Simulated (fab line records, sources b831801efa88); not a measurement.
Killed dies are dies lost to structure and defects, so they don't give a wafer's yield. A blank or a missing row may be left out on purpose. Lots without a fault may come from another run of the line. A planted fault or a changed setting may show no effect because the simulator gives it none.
fab line records | flow sfq_line
record lots=14 wafers=41 last_day=82
route steps=325 shown L0V@16 I0@56 M2@100 I2@114
lots that met no fault: from a run of the same line without faults
start_h: hours from the record's first day to the start of the lot's first wafer shown | wait_h: hours since the lot's step before | " the same as in the row above | L1.1+2: a row that stands for several wafers | - no value, or no start given | * or withheld: withheld | < > ~ a bound
route shown NAME@n: a module of which the file shows steps, and the number in the route of the first | usual: mean/standard deviation of fault-free wafers | same: alike in all rows | chamber/n: place in a boat | sites: the reading at each site | _std_site: their standard deviation | _edge_site: outer sites' mean less inner sites' | radius_mm: how far each site lies from the wafer's centre | mask NAME#n: copy n | behind: the tool/chamber that last shaped the wafer | hold: why the lot was held/for how many hours/how that ended | device: the transistor (n, p or np) that didn't switch | end of line: the same wafers' tests at the end of the route | a step without rows: its recipe alone | killed: dies lost to structure and defects at the first sort, not the wafer's yield | map: a wafer's dies, x killed, . not, _ none there
set.NAME: the setting as run; set.NAME@STEP: as run at that earlier step | model.NAME: the simulator's own value behind a step, which no gauge read
steps of the route over a sample of lots; a table a step, a row a wafer
services: from which hour (start_h, from the record's first day; less than 0 if before it) a tool's chamber was out of use, for how many hours, and why
## steps
# step SFQ_TRILAYER_L0_CAP_PECVD_011
# recipe material=SiO2 temp_c=150 time_s=13.333 pressure_torr=2.4 rf_w=183.3 precursor=SiH4/N2O target_thk_nm=60
# usual heater_power_w=85/15 throttle_valve_pct=25.3/0.92
# columns lot.wafer tool chamber start_h wait_h heater_power_w throttle_valve_pct
L664.1 pecvd-03 0 28.00 0.0 90 25.6
L664.2 " 2 " " 48 26.3
L664.5 " 0 " " 90 25.5
L665.1 pecvd-04 0 30.90 0.0 97 26.3
L665.2 " 1 " " 87 25.2
L665.3 " 2 " " 106 25.1
L666.2 pecvd-03 1 35.70 0.0 71 26.7
L666.4 " 1 " " 73 26.4
L666.6 " 0 " " 81 25.8
L667.3 pecvd-04 2 41.70 0.0 100 24.7
L667.4 " 1 " " 90 25.3
L667.6 " 2 " " 100 25.0
L668.1 pecvd-02 1 46.50 0.0 71 24.6
L668.2 " 0 " " 103 23.8
L668.6 " 0 " " 100 23.7
L670.3 pecvd-02 1 57.30 0.0 76 24.7
L670.4 " 2 " " 80 24.2
L670.6 " 0 " " 110 24.1
L671.2 pecvd-02 1 62.10 0.0 75 24.7
L671.3 " 0 " " 110 24.0
L671.6 " 2 " " 85 24.3
L674.1 pecvd-02 0 75.30 0.0 105 23.9
L674.3 " 1 " " 85 24.6
L674.6 " 0 " " 104 23.9
L675.2 pecvd-02 0 84.12 0.0 110 23.8
L675.5 " 0 " " 110 24.0
L675.6 " 2 " " 89 24.3
L676.1 pecvd-02 2 90.12 0.0 75 24.2
L676.3 " 1 " " 85 24.5
L676.4 " 1 " " 87 25.0
L678.2 pecvd-03 2 99.72 0.0 59 26.4
L678.4 " 1 " " 77 26.6
L678.5 " 0 " " 86 25.5
L679.2 pecvd-03 0 105.72 0.0 89 25.7
L679.5 " 0 " " 86 25.6
L679.6 " 2 " " 59 26.2
L684.1 pecvd-02 2 128.53 0.0 86 24.4
L684.5 " 0 " " 104 24.0
L686.2 pecvd-04 1 144.19 0.0 86 25.5
L686.4 " 2 " " 105 25.5
L686.6 " 1 " " 85 25.5
# step SFQ_TRILAYER_L0_VIA_ETCH_VIA_ETCH_016
# recipe target=SiO2 stop_on=MoNx_KI mask_material=PR chemistry=CHF3 target_depth_nm=80 source_w=500 bias_w=80 pressure_mtorr=30 time_s=withheld
# usual drypump_motor_current_A=5.7/0.56 oes_product_au=0.843/0.0079
# columns lot.wafer tool chamber start_h wait_h drypump_motor_current_A oes_product_au
L664.1 rie_diel-04 2 95.20 0.0 5.7 0.855
L664.2 " 1 " " 6.2 0.849
L664.5 " 3 " " 6.2 0.845
L665.1 rie_diel-02 0 97.60 0.0 6.4 0.841
L665.2 " 2 " " 5.6 0.848
L665.3 " 1 " " 4.8 0.844
L666.2 rie_diel-03 1 101.20 0.0 6.5 0.830
L666.4 " 3 " " 5.2 0.850
L666.6 " 0 " " 5.1 0.862
L667.3 rie_diel-03 3 109.60 0.0 5.2 0.833
L667.4 " 0 " " 5.1 0.852
L667.6 " 2 " " 6.5 0.849
L668.1 rie_diel-03 2 114.40 0.0 6.5 0.844
L668.2 " 3 " " 5.2 0.830
L668.6 " 3 " " 5.2 0.834
L670.3 rie_diel-02 2 128.80 0.0 5.6 0.835
L670.4 " 1 " " 4.8 0.843
L670.6 " 3 " " 5.8 0.845
L671.2 rie_diel-03 1 133.60 0.0 6.5 0.835
L671.3 " 0 " " 5.0 0.836
L671.6 " 0 " " 5.1 0.835
L674.1 rie_diel-03 3 152.32 0.0 5.3 0.825
L674.3 " 1 " " 6.5 0.833
L674.6 " 0 " " 5.0 0.839
L675.2 rie_diel-04 0 199.69 0.0 5.5 0.837
L675.5 " 3 " " 6.2 0.847
L675.6 " 2 " " 5.6 0.840
L676.1 rie_diel-02 2 205.69 0.0 5.6 0.909
L676.3 " 0 " " 6.4 0.837
L676.4 " 2 " " 5.6 0.837
L678.2 rie_diel-02 1 218.90 0.0 4.8 0.841
L678.4 " 0 " " 6.3 0.851
L678.5 " 3 " " 5.8 0.859
L679.2 rie_diel-04 1 222.50 0.0 6.2 0.838
L679.5 " 1 " " 6.2 0.842
L679.6 " 2 " " 5.6 0.847
L684.1 rie_diel-04 1 246.04 0.0 6.3 0.910
L684.5 " 1 " " 6.2 0.850
L686.2 rie_diel-03 2 261.64 0.0 6.5 0.853
L686.4 " 3 " " 5.3 0.847
L686.6 " 0 " " 5.1 0.857
# step SFQ_TRILAYER_I0_VIA_STRIP_STRIP_035
# recipe gas=O2 power_w=200 platen_temp_c=40 overash_fraction=0.65 chemistry=O2 pressure_mtorr=50
# usual drypump_motor_current_A=5.8/0.46 oes_product_au=0.999/0.0066
# columns lot.wafer tool chamber start_h wait_h drypump_motor_current_A oes_product_au rf_hours_counter_h
L664.1 rie_metal-03 1 239.41 - 4.9 0.999 4
L664.2 " 1 " " 5.0 0.995 -
L664.5 " 1 " " 4.9 1.001 -
L665.1 rie_metal-01 0 243.76 - 6.1 0.998 25
L665.2 " 1 " " 5.5 1.003 152
L665.3 " 1 " " 5.5 0.998 -
L666.2 rie_metal-01 0 247.36 - 6.1 0.992 25
L666.4 " 1 " " 5.5 1.002 -
L666.6 " 1 " " 5.5 0.991 -
L667.3 rie_metal-01 1 253.56 - 5.5 0.997 -
L667.4 " 0 " " 6.1 0.995 -
L667.6 " 0 " " 6.1 0.997 -
L668.1 rie_metal-01 1 259.36 - 5.5 0.995 155
L668.2 " 0 " " 6.1 1.006 28
L668.6 " 0 " " 6.1 0.996 -
L670.3 rie_metal-03 1 273.96 - 5.0 1.012 -
L670.4 " 0 " " 6.0 1.007 -
L670.6 " 0 " " 6.0 0.998 -
L671.2 rie_metal-01 0 277.36 - 6.1 0.981 31
L671.3 " 1 " " 5.5 0.998 -
L671.6 " 0 " " 6.1 0.989 -
L674.1 rie_metal-02 0 294.93 - 6.5 1.002 15
L674.3 " 0 " " 6.5 0.989 -
L674.6 " 0 " " 6.5 0.988 -
L675.2 rie_metal-02 1 332.13 - 5.6 1.009 11
L675.5 " 0 " " 6.4 1.010 -
L675.6 " 1 " " 5.6 1.015 -
L676.1 rie_metal-01 1 340.53 - 5.5 0.997 168
L676.3 " 0 " " 6.1 0.992 -
L676.4 " 1 " " 5.5 0.992 -
L678.2 rie_metal-03 1 357.43 - 5.0 1.006 28
L678.4 " 1 " " 5.0 1.006 -
L678.5 " 1 " " 5.0 1.014 -
L679.2 rie_metal-01 1 364.43 - 5.5 1.009 173
L679.5 " 1 " " 5.5 1.013 -
L679.6 " 0 " " 6.1 1.001 -
L684.1 rie_metal-02 1 430.76 - 5.6 0.994 27
L684.5 " 0 " " 6.4 1.001 -
L686.2 rie_metal-02 0 446.36 - 6.4 0.994 41
L686.4 " 0 " " 6.4 0.996 -
L686.6 " 1 " " 5.6 1.003 -
# step SFQ_TRILAYER_M2_ETCH_METAL_ETCH_060
# recipe target=Nb stop_on=SiO2 mask_material=PR chemistry=Cl2/Ar target_depth_nm=240 icp_w=600 bias_w=80 pressure_mtorr=10 time_s=120
# usual drypump_motor_current_A=5.4/0.51 oes_product_au=0.893/0.0066
# columns lot.wafer tool chamber start_h wait_h drypump_motor_current_A oes_product_au rf_hours_counter_h
L664.1 rie_metal-03 1 524.11 0.0 4.9 0.903 52
L664.2 " 0 " " 6.1 0.901 25
L664.5 " 1 " " 5.0 0.901 -
L665.1 rie_metal-03 0 529.66 0.0 6.1 0.891 26
L665.2 " 1 " " 5.0 0.900 53
L665.3 " 1 " " 5.0 0.880 -
L666.2 rie_metal-03 1 538.81 0.0 5.0 0.889 54
L666.4 " 0 " " 6.1 0.899 -
L666.6 " 0 " " 6.0 0.903 -
L667.3 rie_metal-02 1 540.05 0.1 5.6 0.899 -
L667.4 " 0 " " 6.4 0.893 -
L667.6 " 1 " " 5.6 0.900 -
L668.1 rie_metal-04 1 549.98 0.0 5.0 0.888 10
L668.2 " 0 " " 5.2 0.887 94
L668.6 " 1 " " 5.0 0.886 -
L670.3 rie_metal-03 0 556.02 0.1 6.1 0.882 -
L670.4 " 1 " " 4.9 0.892 -
L670.6 " 0 " " 6.1 0.895 -
L671.2 rie_metal-04 1 577.22 0.0 5.0 0.888 14
L671.3 " 0 " " 5.3 0.885 -
L671.6 " 1 " " 5.0 0.892 -
L674.1 rie_metal-03 1 603.98 0.0 5.0 0.888 62
L674.3 " 0 " " 6.1 0.893 -
L674.6 " 1 " " 4.9 0.883 -
L675.2 rie_metal-04 0 790.83 0.0 5.3 0.893 125
L675.5 " 0 " " 5.3 0.891 -
L675.6 " 1 " " 5.0 0.889 -
L676.1 rie_metal-04 0 805.23 0.0 5.2 0.907 128
L676.3 " 1 " " 5.0 0.891 -
L676.4 " 0 " " 5.3 0.895 -
L678.2 rie_metal-03 1 820.00 0.0 4.9 0.891 88
L678.4 " 1 " " 4.9 0.894 -
L678.5 " 0 " " 6.0 0.891 -
L679.2 rie_metal-04 1 823.60 0.0 5.0 0.898 43
L679.5 " 0 " " 5.2 0.902 -
L679.6 " 1 " " 5.0 0.895 -
L684.1 rie_metal-04 0 893.57 0.0 5.2 0.887 141
L684.5 " 1 " " 5.0 0.879 -
L686.2 rie_metal-03 1 897.17 0.0 5.0 0.891 100
L686.4 " 1 " " 5.0 0.887 -
L686.6 " 1 " " 5.0 0.891 -
# step SFQ_TRILAYER_I2_VIA_BARC_OPEN_VIA_ETCH_096
# recipe mask_material=PR chemistry=O2 target_depth_nm=125 target=BARC source_w=500 bias_w=80 pressure_mtorr=30 time_s=41.7
# usual drypump_motor_current_A=5.6/0.65 oes_product_au=0.685/0.0052
# columns lot.wafer tool chamber start_h wait_h drypump_motor_current_A oes_product_au rf_hours_counter_h
L664.1 rie_diel-03 3 685.89 0.0 5.2 0.683 5
L664.2 " 2 " " 6.5 0.684 8
L664.5 " 2 " " 6.5 0.677 -
L665.1 rie_diel-02 0 690.49 0.0 6.4 0.685 2
L665.2 " 1 " " 4.8 0.688 2
L665.3 " 2 " " 5.6 0.695 9
L666.2 rie_diel-03 1 696.49 0.0 6.5 0.691 1
L666.4 " 3 " " 5.2 0.680 5
L666.6 " 3 " " 5.2 0.695 -
L667.3 rie_diel-01 2 700.84 0.0 5.7 0.679 5
L667.4 " 1 " " 4.7 0.677 16
L667.6 " 1 " " 4.7 0.689 -
L668.1 rie_diel-01 2 711.64 0.0 5.7 0.684 6
L668.2 " 1 " " 4.7 0.681 16
L668.6 " 0 " " 5.7 0.683 -
L670.3 rie_diel-01 0 716.44 0.0 5.7 0.692 14
L670.4 " 1 " " 4.7 0.681 16
L670.6 " 3 " " 6.5 0.692 -
L671.2 rie_diel-03 0 717.77 0.0 5.1 0.682 15
L671.3 " 3 " " 5.3 0.681 6
L671.6 " 3 " " 5.3 0.686 -
L674.1 rie_diel-02 3 721.37 0.0 5.8 0.683 7
L674.3 " 0 " " 6.4 0.694 3
L674.6 " 0 " " 6.4 0.691 -
L675.2 rie_diel-01 0 798.41 0.0 5.7 0.685 15
L675.5 " 3 " " 6.5 0.686 -
L675.6 " 0 " " 5.7 0.682 -
L676.1 rie_diel-03 2 945.54 0.0 6.5 0.680 12
L676.3 " 0 " " 5.1 0.691 19
L676.4 " 3 " " 5.2 0.685 9
L678.2 rie_diel-03 3 957.54 0.0 5.2 0.677 9
L678.4 " 1 " " 6.5 0.681 4
L678.5 " 3 " " 5.2 0.684 -
L679.2 rie_diel-03 1 961.14 0.0 6.5 0.685 4
L679.5 " 0 " " 5.1 0.694 -
L679.6 " 1 " " 6.5 0.682 -
L684.1 rie_diel-03 0 1032.88 0.0 5.1 0.690 20
L684.5 " 0 " " 5.1 0.681 -
L686.2 rie_diel-01 2 1035.28 0.0 5.6 0.687 11
L686.4 " 1 " " 4.7 0.681 21
L686.6 " 0 " " 5.7 0.684 -
## services
# columns tool chamber start_h hours kind
rie_diel-03 1 97.72 2.7 repair
rie_metal-03 1 98.22 2.1 repair
rie_metal-03 - 116.44 2.8 pm
rie_diel-03 2 128.09 6.2 repair
rie_diel-03 - 158.55 15.6 pm
rie_metal-03 1 165.27 4.8 repair
rie_diel-03 0 176.75 2.4 repair
rie_diel-03 0 187.89 10.4 repair
rie_diel-03 2 209.47 2.8 repair
rie_metal-03 0 238.20 26.6 repair
rie_diel-03 0 347.79 6.6 repair
rie_diel-03 3 390.62 14.0 repair
rie_diel-03 3 435.09 6.3 repair
rie_diel-03 3 511.91 13.4 repair
rie_diel-03 - 608.51 0.4 repair
rie_diel-03 - 616.41 14.6 pm
rie_diel-03 2 642.55 2.7 repair
rie_diel-03 1 692.40 2.6 repair
rie_diel-03 - 769.94 2.8 pm
rie_diel-03 0 831.82 6.7 repair
rie_diel-03 - 833.68 1.0 repair
rie_diel-03 0 885.47 4.3 repair
rie_diel-03 3 930.66 2.7 repair
rie_diel-03 3 1026.10 2.2 repair
## key
first_sign step=SFQ_TRILAYER_L0_VIA_ETCH_VIA_ETCH_016 reading=oes_product_au direction=up sigmas=8.4 usual=0.843 struck=0.910
effect none on later readings
met_at SFQ_TRILAYER_L0_CAP_PECVD_011
struck_lots L676,L684
struck_wafers L676.1,L684.1
not_acting_at SFQ_TRILAYER_I0_VIA_STRIP_STRIP_035,SFQ_TRILAYER_M2_ETCH_METAL_ETCH_060,SFQ_TRILAYER_I2_VIA_BARC_OPEN_VIA_ETCH_096
onset_between 84.12 90.12
fault kind=process_parameter_drift tool=pecvd-02 chamber=- onset_h=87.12 steps=SFQ_TRILAYER_L0_CAP_PECVD_011 channel=time_s offset=* shape=step end_h=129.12 scope=struck_wafers_only acts_in=* stated=*
